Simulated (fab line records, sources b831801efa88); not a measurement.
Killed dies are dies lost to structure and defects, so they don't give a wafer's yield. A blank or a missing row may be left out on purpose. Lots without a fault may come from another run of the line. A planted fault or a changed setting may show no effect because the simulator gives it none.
A struck lot beside a sound one | flow sfq_line | 42 steps out of a route of 325
Sound: wafers L463.1, L463.2, L463.5. Struck: wafers L449.2, L449.3, L449.6. The cause comes at the end.
At each step with rows: each side's tool, then ch and its chambers, then its first start. Under that, the readings that differ: sound wafers | struck wafers | difference of the means | sigmas: that difference in standard deviations of wafers without a fault.
alike: readings whose means differ by less than 2 such deviations, and words and numbers that are the same on both sides. not compared: withheld readings, readings that some wafer has no value for, bounds like >300 that may hide the same value, and numbers for which the record gives no deviation and whose values overlap.
The two part at a step that has a row with sigmas, a row that says differs or no value, or rows on one side only. Numbers that don't overlap but have no deviation are shown without sigmas and don't part them. A reading that every wafer of one side lacks parts them only if that side has two wafers or more.

first, 6 steps without rows for these wafers: SFQ_TRILAYER_M4_LITHO_COAT_098 (resist thk 62 nm); SFQ_TRILAYER_M4_LITHO_COAT_093 (resist thk 600 nm); SFQ_TRILAYER_M4_LITHO_SOFTBAKE_097; SFQ_TRILAYER_M4_LITHO_EXPOSE_094 (exposes mask M4, target cd 500 nm); SFQ_TRILAYER_M4_LITHO_PEB_096 (peb time 60 s); SFQ_TRILAYER_M4_LITHO_DEVELOP_095 (time 60 s).
SFQ_M4_OVL_MEAS_926:
  sound on overlay-02, day 63 20:31; struck on overlay-02, day 60 04:01
  alike: M4_OVL
SFQ_TRILAYER_M4_BARC_OPEN_METAL_ETCH_123: etches BARC in O2, target depth 125 nm, time 41.7 s.
  sound on rie_metal-01 ch 0,1, day 63 20:34; struck on rie_metal-04 ch 0,1, day 60 04:02
  alike: drypump_motor_current_A, oes_product_au, rf_fwd_power_W
  not compared: rf_hours_counter_h
SFQ_TRILAYER_M4_ETCH_METAL_ETCH_096: etches Nb in Cl2/Ar, stops on SiO2, target depth 240 nm, time 120 s.
  sound on rie_metal-01 ch 0,1, day 63 20:37; struck on rie_metal-04 ch 0,1, day 60 04:06
  alike: drypump_motor_current_A, oes_product_au, rf_fwd_power_W
  not compared: rf_hours_counter_h
then, 3 steps without rows for these wafers: SFQ_TRILAYER_M4_STRIP_STRIP_097 (strips in O2); SFQ_TRILAYER_M4_STRIP_SOLV_CLEAN_098 (cleans in NMP, time 600 s); SFQ_TRILAYER_I4_DEP_PECVD_099 (deposits SiO2 from SiH4/N2O, time 111.11 s, target thk 500 nm).
SFQ_TRILAYER_I4_CMP_CMP_100: polishes SiO2.
  sound on cmp-01 ch 0,3, day 63 22:49; struck on cmp-01 ch 0,1,2, day 60 06:46
  reading                                             | sound             | struck            | difference | sigmas
  model.SiO2_of_TRILAYER_I4_DEP_PECVD_099.thk_nm (nm) | 197.9 199.4 197.8 | 220.6 221.2 220.6 | +22.4      |
  alike: motor_current_A, time_to_endpoint_s
SFQ_I4_BOW_MEAS_927:
  sound on film_metro-02, day 64 01:49; struck on film_metro-03, day 60 09:17
  alike: I4_BOW
SFQ_TRILAYER_I4_METRO_MEASURE_101:
  sound on film_metro-02, day 64 01:56; struck on film_metro-03, day 60 09:35
  reading     | sound             | struck            | difference | sigmas
  thk_nm (nm) | 198.0 199.6 197.8 | 220.6 221.1 220.8 | +22.4      | +20
then, 6 steps without rows for these wafers: SFQ_TRILAYER_I4_VIA_LITHO_COAT_108 (resist thk 62 nm); SFQ_TRILAYER_I4_VIA_LITHO_COAT_103 (resist thk 650 nm); SFQ_TRILAYER_I4_VIA_LITHO_SOFTBAKE_107; SFQ_TRILAYER_I4_VIA_LITHO_EXPOSE_104 (exposes mask I4, target cd 700 nm); SFQ_TRILAYER_I4_VIA_LITHO_PEB_106 (peb time 60 s); SFQ_TRILAYER_I4_VIA_LITHO_DEVELOP_105 (time 60 s).
SFQ_I4_OVL_MEAS_928:
  sound on overlay-01, day 67 11:03; struck on overlay-01, day 60 13:41
  alike: I4_OVL
SFQ_TRILAYER_I4_VIA_BARC_OPEN_VIA_ETCH_146: etches BARC in O2, target depth 125 nm, time 41.7 s.
  sound on rie_diel-02 ch 0,2,3, day 67 11:05; struck on rie_diel-04 ch 0,1, day 60 13:43
  alike: drypump_motor_current_A, oes_product_au, rf_fwd_power_W
  not compared: rf_hours_counter_h
SFQ_TRILAYER_I4_VIA_ETCH_VIA_ETCH_106: etches SiO2 in CHF3, stops on Nb, target depth 260 nm.
  sound on rie_diel-02 ch 0,2,3, day 67 11:07; struck on rie_diel-04 ch 0,1, day 60 13:45
  reading                        | sound             | struck            | difference | sigmas
  oes_product_au (a.u.)          | 0.850 0.863 0.846 | 0.904 0.908 0.909 | +0.054     | +10
  model.I4.feature_depth_nm (nm) | 197.9 199.4 197.8 | 220.6 221.2 220.6 | +22.4      |
  model.etch.depth_nm (nm)       | 197.9 199.4 197.8 | 220.6 221.2 220.6 | +22.4      |
  alike: drypump_motor_current_A, rf_fwd_power_W
then, 3 steps without rows for these wafers: SFQ_TRILAYER_I4_VIA_STRIP_STRIP_107 (strips in O2); SFQ_TRILAYER_I4_VIA_STRIP_SOLV_CLEAN_108 (cleans in NMP, time 600 s); SFQ_TRILAYER_JJ_TRILAYER_DEP_PRE_CLEAN_113 (time 22.5 s).
SFQ_TRILAYER_JJ_TRILAYER_DEP_SPUTTER_109: material Nb, target thk 150 nm, time 100 s.
  sound on pvd_sputter-04, day 67 12:13; struck on pvd_sputter-04, day 60 14:40
  alike: throttle_valve_pct
then, 3 steps without rows for these wafers: SFQ_TRILAYER_JJ_TRILAYER_DEP_SPUTTER_110 (material Al, target thk 8 nm, time 10 s); SFQ_TRILAYER_JJ_TRILAYER_DEP_AL_OXIDATION_111 (oxidation time 600 s); SFQ_TRILAYER_JJ_TRILAYER_DEP_SPUTTER_112 (material Nb, target thk 170 nm, time 113.3 s).
SFQ_JJ_RS_MEAS_929: measures by four-point-probe.
  sound on film_metro-01, day 67 13:29; struck on film_metro-01, day 60 15:52
  alike: JJ_NB_RS
then, 6 steps without rows for these wafers: SFQ_TRILAYER_JJ_CE_LITHO_COAT_119 (resist thk 62 nm); SFQ_TRILAYER_JJ_CE_LITHO_COAT_114 (resist thk 600 nm); SFQ_TRILAYER_JJ_CE_LITHO_SOFTBAKE_118; SFQ_TRILAYER_JJ_CE_LITHO_EXPOSE_115 (exposes mask J5, target cd 700 nm); SFQ_TRILAYER_JJ_CE_LITHO_PEB_117 (peb time 60 s); SFQ_TRILAYER_JJ_CE_LITHO_DEVELOP_116 (time 60 s).
-- the record jumps here: 4 days lie between the struck wafers' starts before and after --
SFQ_JJ_OVL_MEAS_931:
  sound on overlay-01, day 67 20:53; struck on overlay-01, day 65 01:27
  alike: J5_OVL
SFQ_TRILAYER_JJ_CE_METRO_MEASURE_117:
  sound on cd_sem-01, day 67 20:56; struck on cd_sem-01, day 65 01:41
  reading    | sound             | struck            | difference | sigmas
  cd_nm (nm) | 699.4 699.7 699.7 | 697.6 696.1 698.2 | -2.3       | -2
then, 1 step without rows for these wafers: SFQ_TRILAYER_JJ_CE_BARC_OPEN_RIE_150 (chemistry O2, target BARC, target depth 240 nm, time 80 s).
-- the record jumps here: 4 days lie between the struck wafers' starts before and after --
SFQ_TRILAYER_M5_ETCH_METAL_ETCH_126: etches Nb in Cl2/BCl3, stops on SiO2, time 203.2 s, target depth 265 nm.
  sound on rie_metal-02 ch 0,1, day 71 19:52; struck on rie_metal-04 ch 1, day 68 13:55
  reading                                             | sound             | struck          | difference | sigmas
  model.SiO2_of_TRILAYER_I4_DEP_PECVD_099.thk_nm (nm) | 177.9 179.5 177.9 | 200.5 201 200.5 | +22.2      |
  alike: drypump_motor_current_A, oes_product_au, rf_fwd_power_W
  not compared: rf_hours_counter_h

WHERE THEY PART
First at SFQ_TRILAYER_I4_METRO_MEASURE_101; last, within this record, at SFQ_TRILAYER_JJ_CE_METRO_MEASURE_117. Later steps at which nothing parts them and some readings are alike: SFQ_TRILAYER_M5_ETCH_METAL_ETCH_126.

WHY: what the simulator had put in
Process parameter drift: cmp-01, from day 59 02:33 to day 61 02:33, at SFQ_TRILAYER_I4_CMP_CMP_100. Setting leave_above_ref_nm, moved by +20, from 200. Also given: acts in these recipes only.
